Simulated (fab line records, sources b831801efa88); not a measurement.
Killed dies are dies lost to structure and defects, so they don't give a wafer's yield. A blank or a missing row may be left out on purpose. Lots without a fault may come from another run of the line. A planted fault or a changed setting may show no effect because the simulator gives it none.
Which tool did it? | flow sky130 | 24 lots, 72 wafers sampled, at 5 steps of a route of 708

WHAT THE GAUGES READ, wafer by wafer
SKY_VIA1_RS_MEAS_22: measures by four-point-probe.
lot  | measured     | on            | VIA1_W_RS (ohm/sq)
L074 | day 34 02:53 | film_metro-01 | 0.413 0.416 0.416
L075 | day 34 04:15 | film_metro-04 | 0.425 0.425 0.412
L076 | day 34 22:41 | film_metro-04 | 0.431 0.430 0.433
L077 | day 35 01:45 | film_metro-03 | 0.430 0.422 0.428
L079 | day 35 02:36 | film_metro-01 | 0.431 0.430 0.409
L078 | day 35 07:32 | film_metro-04 | 0.430 0.429 0.416
L080 | day 36 08:10 | film_metro-03 | 0.427 0.429 0.431
L081 | day 36 13:04 | film_metro-03 | 0.421 0.420 0.422
L082 | day 36 19:16 | film_metro-01 | 0.423 0.421 0.424
L083 | day 36 19:55 | film_metro-01 | 0.425 0.423 0.407
L085 | day 36 20:49 | film_metro-01 | 0.429 0.419 0.425
L084 | day 37 08:56 | film_metro-04 | 0.418 0.433 0.433
L086 | day 38 02:37 | film_metro-01 | 0.430 0.433 0.433
L087 | day 38 09:01 | film_metro-01 | 0.416 0.431 0.415
L088 | day 38 22:05 | film_metro-03 | 0.426 0.407 0.428
L090 | day 39 01:11 | film_metro-01 | 0.426 0.410 0.412
L089 | day 39 03:40 | film_metro-04 | 0.423 0.412 0.424
L091 | day 39 07:34 | film_metro-04 | 0.433 0.431 0.428
L092 | day 39 10:41 | film_metro-01 | 0.436 0.439 0.432
L093 | day 40 11:46 | film_metro-03 | 0.423 0.426 0.431
L094 | day 40 15:19 | film_metro-04 | 0.431 0.427 0.430
L095 | day 40 15:19 | film_metro-01 | 0.426 0.420 0.408
L096 | day 40 19:38 | film_metro-03 | 0.422 0.425 0.423
L097 | day 40 21:42 | film_metro-01 | 0.431 0.432 0.426

WHICH TOOL RAN EACH LOT (tool, then ch and the chambers of the sampled wafers, then the start)
lot  | SKY_LOCAL_INTERCONNECT_METAL_ETCH_14 | SKY_CONTACT_CMP_04            | SKY_METAL1_SPUTTER_01        | SKY_VIA1_ETCH_14
L074 | rie_metal-03 ch 0,1, day 30 11:07    | cmp-01 ch 0,3, day 30 14:55   | pvd_sputter-02, day 31 19:01 | rie_diel-04 ch 0,3, day 34 02:02
L075 | rie_metal-01 ch 0,1, day 30 11:20    | cmp-02 ch 1,2,3, day 30 15:29 | pvd_sputter-02, day 31 20:07 | rie_diel-04 ch 1,2, day 34 03:22
L076 | rie_metal-02 ch 1, day 31 07:51      | cmp-01 ch 0,2,3, day 31 08:49 | pvd_sputter-01, day 32 15:44 | rie_diel-01 ch 0,1,3, day 34 21:49
L077 | rie_metal-03 ch 0, day 31 11:58      | cmp-02 ch 0,1,3, day 31 12:57 | pvd_sputter-02, day 32 18:43 | rie_diel-02 ch 0,2, day 35 00:52
L079 | rie_metal-02 ch 0,1, day 31 12:23    | cmp-02 ch 0,1,3, day 31 13:33 | pvd_sputter-01, day 32 19:01 | rie_diel-02 ch 0,1,2, day 35 01:44
L078 | rie_metal-02 ch 0,1, day 31 16:20    | cmp-01 ch 0,1, day 31 17:16   | pvd_sputter-02, day 32 22:19 | rie_diel-01 ch 1,3, day 35 06:38
L080 | rie_metal-02 ch 0, day 32 19:28      | cmp-02 ch 2,3, day 32 20:33   | pvd_sputter-02, day 34 00:41 | rie_diel-04 ch 0,1,3, day 36 07:19
L081 | rie_metal-02 ch 0, day 32 23:49      | cmp-01 ch 1,2,3, day 33 00:44 | pvd_sputter-01, day 34 05:09 | rie_diel-02 ch 1,2, day 36 12:14
L082 | rie_metal-03 ch 0,1, day 33 07:11    | cmp-01 ch 1,2, day 33 08:03   | pvd_sputter-01, day 34 12:43 | rie_diel-02 ch 0,1,2, day 36 18:25
L083 | rie_metal-01 ch 0,1, day 33 07:32    | cmp-02 ch 0,2, day 33 08:29   | pvd_sputter-04, day 34 13:02 | rie_diel-04 ch 1,3, day 36 19:05
L085 | rie_metal-02 ch 0,1, day 33 09:11    | cmp-01 ch 1,3, day 33 10:08   | pvd_sputter-01, day 34 14:28 | rie_diel-01 ch 0,3, day 36 19:59
L084 | rie_metal-03 ch 0,1, day 33 20:41    | cmp-02 ch 0,1,3, day 33 21:44 | pvd_sputter-02, day 35 01:49 | rie_diel-01 ch 2,3, day 37 08:05
L086 | rie_metal-02 ch 0,1, day 34 14:58    | cmp-01 ch 0,1, day 34 15:52   | pvd_sputter-04, day 35 20:22 | rie_diel-04 ch 0,1,2, day 38 01:38
L087 | rie_metal-01 ch 0,1, day 34 21:41    | cmp-02 ch 0,2, day 34 22:36   | pvd_sputter-04, day 36 02:53 | rie_diel-01 ch 1,2, day 38 08:11
L088 | rie_metal-01 ch 0,1, day 35 14:05    | cmp-01 ch 0,2,3, day 35 15:08 | pvd_sputter-02, day 36 18:24 | rie_diel-02 ch 1,2,3, day 38 20:50
L090 | rie_metal-03 ch 0,1, day 35 18:12    | cmp-01 ch 0,1,3, day 35 19:11 | pvd_sputter-01, day 36 22:16 | rie_diel-02 ch 1,2,3, day 39 00:14
L089 | rie_metal-02 ch 0,1, day 35 19:39    | cmp-01 ch 0,1,2, day 35 20:40 | pvd_sputter-04, day 36 23:47 | rie_diel-01 ch 0,1,3, day 39 02:47
L091 | rie_metal-01 ch 0,1, day 35 21:22    | cmp-01 ch 0,1,2, day 35 22:28 | pvd_sputter-04, day 37 01:51 | rie_diel-02 ch 0,2,3, day 39 06:41
L092 | rie_metal-03 ch 0,1, day 36 01:05    | cmp-01 ch 0,1,3, day 36 02:08 | pvd_sputter-01, day 37 05:54 | rie_diel-01 ch 0,1, day 39 09:50
L093 | rie_metal-01 ch 0, day 37 03:01      | cmp-02 ch 1,3, day 37 04:00   | pvd_sputter-02, day 38 07:34 | rie_diel-02 ch 1,2, day 40 10:35
L094 | rie_metal-02 ch 0,1, day 37 07:29    | cmp-02 ch 0,3, day 37 08:25   | pvd_sputter-02, day 38 11:19 | rie_diel-01 ch 0,1,3, day 40 14:26
L095 | rie_metal-03 ch 0,1, day 37 08:29    | cmp-01 ch 1,3, day 37 09:54   | pvd_sputter-01, day 38 12:13 | rie_diel-04 ch 2,3, day 40 14:26
L096 | rie_metal-01 ch 0, day 37 12:32      | cmp-01 ch 1,3, day 37 13:29   | pvd_sputter-01, day 38 15:13 | rie_diel-01 ch 0,3, day 40 18:23
L097 | rie_metal-01 ch 0, day 37 13:58      | cmp-01 ch 1,2, day 37 15:13   | pvd_sputter-02, day 38 18:34 | rie_diel-04 ch 2,3, day 40 20:44
- SKY_LOCAL_INTERCONNECT_METAL_ETCH_14: etches TiN in Cl2/BCl3, stops on PSG, target depth 110 nm, time 31.4 s.
- SKY_CONTACT_CMP_04: polishes SiO2.
- SKY_METAL1_SPUTTER_01: material TiN, target thk 20 nm, time 16.7 s.
- SKY_VIA1_ETCH_14: etches BARC in N2/H2, stops on SiO2, time 45.9 s, target depth 60 nm.

WHAT THE TOOLS THEMSELVES READ (means of the sampled wafers that have a number; where no wafer has one, the mark that the record gives instead)
SKY_LOCAL_INTERCONNECT_METAL_ETCH_14.
lot  | tool         | bcl3_flow_sccm (sccm) | drypump_motor_current_A (A) | oes_product_au (a.u.) | throttle_valve_pct (%)
L074 | rie_metal-03 | 29.96                 | 5.7                         | 0.963                 | 21.889
L075 | rie_metal-01 | 30.00                 | 5.8                         | 0.962                 | 21.894
L076 | rie_metal-02 | 30.01                 | 5.8                         | 0.971                 | 21.891
L077 | rie_metal-03 | 29.98                 | 5.1                         | 0.966                 | 21.875
L079 | rie_metal-02 | 30.14                 | 6.5                         | 0.968                 | 21.881
L078 | rie_metal-02 | 29.94                 | 6.1                         | 0.959                 | 21.887
L080 | rie_metal-02 | 30.17                 | 6.7                         | 0.956                 | 21.880
L081 | rie_metal-02 | 29.89                 | 6.8                         | 0.969                 | 21.888
L082 | rie_metal-03 | 29.97                 | 5.7                         | 0.967                 | 21.884
L083 | rie_metal-01 | 30.06                 | 5.8                         | 0.960                 | 21.884
L085 | rie_metal-02 | 30.02                 | 6.1                         | 0.967                 | 21.884
L084 | rie_metal-03 | 30.00                 | 5.4                         | 0.966                 | 21.880
L086 | rie_metal-02 | 29.95                 | 6.5                         | 0.953                 | 21.895
L087 | rie_metal-01 | 29.96                 | 5.8                         | 0.962                 | 21.889
L088 | rie_metal-01 | 29.95                 | 5.8                         | 0.967                 | 21.884
L090 | rie_metal-03 | 29.91                 | 5.4                         | 0.962                 | 21.885
L089 | rie_metal-02 | 29.95                 | 6.4                         | 0.969                 | 21.888
L091 | rie_metal-01 | 29.89                 | 5.8                         | 0.962                 | 21.884
L092 | rie_metal-03 | 29.92                 | 5.7                         | 0.971                 | 21.883
L093 | rie_metal-01 | 29.92                 | 5.9                         | 0.971                 | 21.869
L094 | rie_metal-02 | 30.04                 | 6.4                         | 0.957                 | 21.892
L095 | rie_metal-03 | 30.10                 | 5.7                         | 0.961                 | 21.895
L096 | rie_metal-01 | 29.90                 | 5.9                         | 0.964                 | 21.886
L097 | rie_metal-01 | 29.96                 | 5.9                         | 0.958                 | 21.895

SKY_CONTACT_CMP_04.
lot  | tool   | motor_current_A (A) | retaining_ring_pressure_frac | time_to_endpoint_s (s)
L074 | cmp-01 | 12.7                | 1.001                        | 81
L075 | cmp-02 | 12.3                | 0.998                        | 84
L076 | cmp-01 | 13.4                | 0.999                        | 85
L077 | cmp-02 | 12.3                | 0.997                        | 88
L079 | cmp-02 | 11.7                | 1.003                        | 87
L078 | cmp-01 | 12.9                | 0.999                        | 81
L080 | cmp-02 | 11.6                | 1.000                        | 83
L081 | cmp-01 | 12.6                | 0.995                        | 83
L082 | cmp-01 | 12.3                | 1.003                        | 79
L083 | cmp-02 | 11.9                | 1.000                        | 85
L085 | cmp-01 | 12.1                | 0.995                        | 77
L084 | cmp-02 | 12.1                | 0.997                        | 82
L086 | cmp-01 | 12.7                | 1.000                        | 72
L087 | cmp-02 | 12.1                | 0.997                        | 79
L088 | cmp-01 | 12.9                | 0.998                        | 81
L090 | cmp-01 | 12.7                | 0.997                        | 75
L089 | cmp-01 | 12.6                | 1.003                        | 75
L091 | cmp-01 | 12.7                | 0.995                        | 75
L092 | cmp-01 | 11.9                | 0.998                        | 80
L093 | cmp-02 | 13.0                | 0.998                        | 77
L094 | cmp-02 | 11.3                | 0.993                        | 89
L095 | cmp-01 | 12.1                | 1.000                        | 80
L096 | cmp-01 | 11.8                | 0.998                        | 80
L097 | cmp-01 | 12.9                | 1.004                        | 77

SKY_METAL1_SPUTTER_01.
lot  | tool           | throttle_valve_pct (%)
L074 | pvd_sputter-02 | 30.6
L075 | pvd_sputter-02 | 30.7
L076 | pvd_sputter-01 | 29.9
L077 | pvd_sputter-02 | 30.2
L079 | pvd_sputter-01 | 29.7
L078 | pvd_sputter-02 | 30.4
L080 | pvd_sputter-02 | 30.4
L081 | pvd_sputter-01 | 30.4
L082 | pvd_sputter-01 | 28.7
L083 | pvd_sputter-04 | 29.4
L085 | pvd_sputter-01 | 31.4
L084 | pvd_sputter-02 | 30.1
L086 | pvd_sputter-04 | 29.8
L087 | pvd_sputter-04 | 29.2
L088 | pvd_sputter-02 | 30.4
L090 | pvd_sputter-01 | 29.3
L089 | pvd_sputter-04 | 29.2
L091 | pvd_sputter-04 | 30.0
L092 | pvd_sputter-01 | 30.8
L093 | pvd_sputter-02 | 30.8
L094 | pvd_sputter-02 | 30.9
L095 | pvd_sputter-01 | 28.3
L096 | pvd_sputter-01 | 29.2
L097 | pvd_sputter-02 | 30.4

SKY_VIA1_ETCH_14.
lot  | tool        | drypump_motor_current_A (A) | oes_product_au (a.u.) | throttle_valve_pct (%)
L074 | rie_diel-04 | 5.67                        | 0.856                 | 13.232
L075 | rie_diel-04 | 5.51                        | 0.860                 | 13.232
L076 | rie_diel-01 | 5.62                        | 0.854                 | 13.224
L077 | rie_diel-02 | 5.61                        | 0.854                 | 13.220
L079 | rie_diel-02 | 5.70                        | 0.856                 | 13.227
L078 | rie_diel-01 | 5.81                        | 0.861                 | 13.226
L080 | rie_diel-04 | 5.68                        | 0.854                 | 13.225
L081 | rie_diel-02 | 5.70                        | 0.857                 | 13.229
L082 | rie_diel-02 | 5.70                        | 0.861                 | 13.223
L083 | rie_diel-04 | 5.76                        | 0.862                 | 13.227
L085 | rie_diel-01 | 5.84                        | 0.859                 | 13.226
L084 | rie_diel-01 | 6.06                        | 0.861                 | 13.227
L086 | rie_diel-04 | 5.43                        | 0.851                 | 13.217
L087 | rie_diel-01 | 5.63                        | 0.858                 | 13.223
L088 | rie_diel-02 | 5.59                        | 0.859                 | 13.221
L090 | rie_diel-02 | 5.61                        | 0.860                 | 13.225
L089 | rie_diel-01 | 5.62                        | 0.861                 | 13.225
L091 | rie_diel-02 | 5.51                        | 0.859                 | 13.220
L092 | rie_diel-01 | 5.42                        | 0.856                 | 13.231
L093 | rie_diel-02 | 5.81                        | 0.853                 | 13.227
L094 | rie_diel-01 | 5.60                        | 0.860                 | 13.221
L095 | rie_diel-04 | 5.53                        | 0.857                 | 13.228
L096 | rie_diel-01 | 5.64                        | 0.856                 | 13.224
L097 | rie_diel-04 | 5.50                        | 0.857                 | 13.223

THE ANSWER, worked out from the rows above alone
Rule: what is usual is taken from the lots themselves. Put in order of their means at a reading, lots are off if they are a third of the lots or fewer, leave a main group of 4 or more, and stand apart from it by a gap of 3 or more times the standard deviation of the main group's means; of several such gaps the widest counts. A main group whose means are all the same, to the digits that the tables above print for the reading, isn't used. A lot without any number at a reading at which 4 lots or more have one is off too. The other lots that the step has rows for count as sound. The gauges are gone through in route order, then the tools' own readings, and for those a lot's mean is taken as printed above. The first step at which some lot is off is used, and at that step the reading that is off furthest; a lot without a number counts as furthest.
No lot is off at any reading shown: from this, nothing can be told.

WHAT THE SIMULATOR HAD PUT IN
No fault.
